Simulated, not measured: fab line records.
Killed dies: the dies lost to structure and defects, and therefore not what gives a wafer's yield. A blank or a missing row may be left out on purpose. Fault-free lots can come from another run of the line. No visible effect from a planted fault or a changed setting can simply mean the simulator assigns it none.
Comparing a struck lot with a sound one ; flow sky130 ; 23 steps out of a route of 708
Sound: the wafers L202.1, L202.2, L202.6. Wafers struck: L209.5, L209.6. At the end, the cause is stated.
Per side, at each step with rows, come the tool, then ch with its chambers, and then its first start. Under that, the readings that differ: sound wafers ; struck wafers ; difference of the means ; sigmas: that difference in standard deviations of wafers without a fault.
alike: a reading whose means differ by less than 2 such deviations, as well as words and numbers matching on both sides. not compared: withheld readings; readings where some wafer has no value; bounds like >300 that might hide an equal value; numbers whose values overlap and for which the record gives no deviation.
A row with sigmas, a row that says differs or no value, or rows on one side alone: a step with any of these is where the two part. When numbers do not overlap yet have no deviation, they are printed without sigmas and do not part them. A reading missing from all wafers of one side parts the sides only when that side holds two or more wafers.

SKY_METAL3_ETCH_17: etches SiO2 in C4F8/O2/Ar, stops on TiN, time 3.9 s, target depth 15 nm.
  sound on rieDiel-02 ch 1,2,3, day 38 04:58; struck on rieDiel-03 ch 2,3, day 40 10:30
  alike: oesProductAu
  not compared: rfHoursCounterH
SKY_METAL3_METAL_ETCH_18: etches the open film in Cl2/BCl3, stops on SiO2, target depth 845 nm, time 183.1 s.
  sound on rieMetal-04 ch 0,1, day 38 04:59; struck on rieMetal-04 ch 0, day 40 10:44
  alike: bcl3FlowSccm, drypumpMotorCurrentA, oesProductAu, throttleValvePct
  not compared: rfHoursCounterH
SKY_METAL3_STRIP_19: strips in O2/N2.
  sound on plasmaAsher-02 ch 0,1, day 38 05:10; struck on plasmaAsher-01 ch 0,1, day 40 10:56
  alike: drypumpMotorCurrentA, oesProductAu, stripTimeToEndpointS
  not compared: rfHoursCounterH
then, 4 steps without rows for these wafers: SKY_METAL3_STRIP_20 (strips in post etch residue remover, time 1200 s); SKY_METAL3_CLEAN_21 (cleans in IPA, time 180 s); SKY_METAL3_CLEAN_22 (cleans in O3/DIW); SKY_VIA3_HDPCVD_00 (deposits SiO2, target thk 1635 nm, time 272.5 s).
SKY_VIA3_THK_MEAS_01:
  struck on filmMetro-04, day 40 11:40; sound on filmMetro-02, day 38 05:55
  alike: VIA3_HDPCVD_THK
SKY_VIA3_CMP_02: polishes SiO2.
  sound on cmp-01 ch 0,1,2, day 38 05:59; struck on cmp-01 ch 1,2, day 40 12:07
  alike: motorCurrentA
SKY_VIA3_BOW_MEAS_03:
  struck on filmMetro-03, day 40 12:18; sound on filmMetro-03, day 38 06:17
  alike: VIA3_BOW
then, 2 steps without rows for these wafers: SKY_VIA3_DEHYDRATE_04 (time 60 s); SKY_VIA3_HMDS_05 (prime time 60 s).
SKY_VIA3_COAT_06: resist thk 60 nm.
  sound on lithoTrack-04 ch 0, day 38 18:50; struck on lithoTrack-04 ch 0, day 41 00:11
then, 5 steps without rows for these wafers: SKY_VIA3_COAT_07 (resist thk 450 nm); SKY_VIA3_SOFTBAKE_08 (time 90 s); SKY_VIA3_EXPOSE_09 (exposes mask VIM3, target cd 200 nm); SKY_VIA3_PEB_10; SKY_VIA3_DEVELOP_11 (develop time 60 s).
SKY_VIA3_CD_MEAS_12 targets a cd of 200 nm.
  struck on cdSem-01, day 41 13:52; sound on cdSem-02, day 39 08:40
  alike: cdNm
SKY_VIA3_OVL_MEAS_13:
  struck on overlay-02, day 41 13:55; sound on overlay-01, day 39 08:47
  alike: VIA3_OVL
SKY_VIA3_ETCH_14: etches BARC in N2/H2, stops on SiO2, time 45.9 s, target depth 60 nm.
  sound on rieDiel-01 ch 2,3, day 39 08:49; struck on rieDiel-02 ch 1,2, day 41 13:58
reading;sound;struck;difference;sigmas
oesProductAu (a.u.);0.858 0.858 0.850;0.872 0.883;+0.022;+5
model.etch.depthNm (nm);60.22 60.3 60.11;63.23 62.96;+2.88;
  alike: drypumpMotorCurrentA, throttleValvePct
  not compared: rfHoursCounterH
SKY_VIA3_ETCH_15: etches SiO2 in C4F8/O2/Ar, stops on TiN, target depth 507 nm, time 78 s.
  sound on rieDiel-01 ch 2,3, day 39 08:52; struck on rieDiel-02 ch 1,2, day 41 14:01
  alike: oesProductAu
-- the record jumps here: 6 days lie between the struck wafers' starts before and after (it left off in module VIA3 and takes up again in module PAD_OPEN, whose first step shown is number 708 of the route) --
SKY_PAD_OPEN_PROBE_99:
  the record has rows for the struck wafers here (prober-01, day 47 08:19) and none for the sound ones

== WHERE THEY PART ==
Earliest at SKY_VIA3_ETCH_14; latest, in this record, at SKY_PAD_OPEN_PROBE_99.

WHY: what had been put in by the simulator
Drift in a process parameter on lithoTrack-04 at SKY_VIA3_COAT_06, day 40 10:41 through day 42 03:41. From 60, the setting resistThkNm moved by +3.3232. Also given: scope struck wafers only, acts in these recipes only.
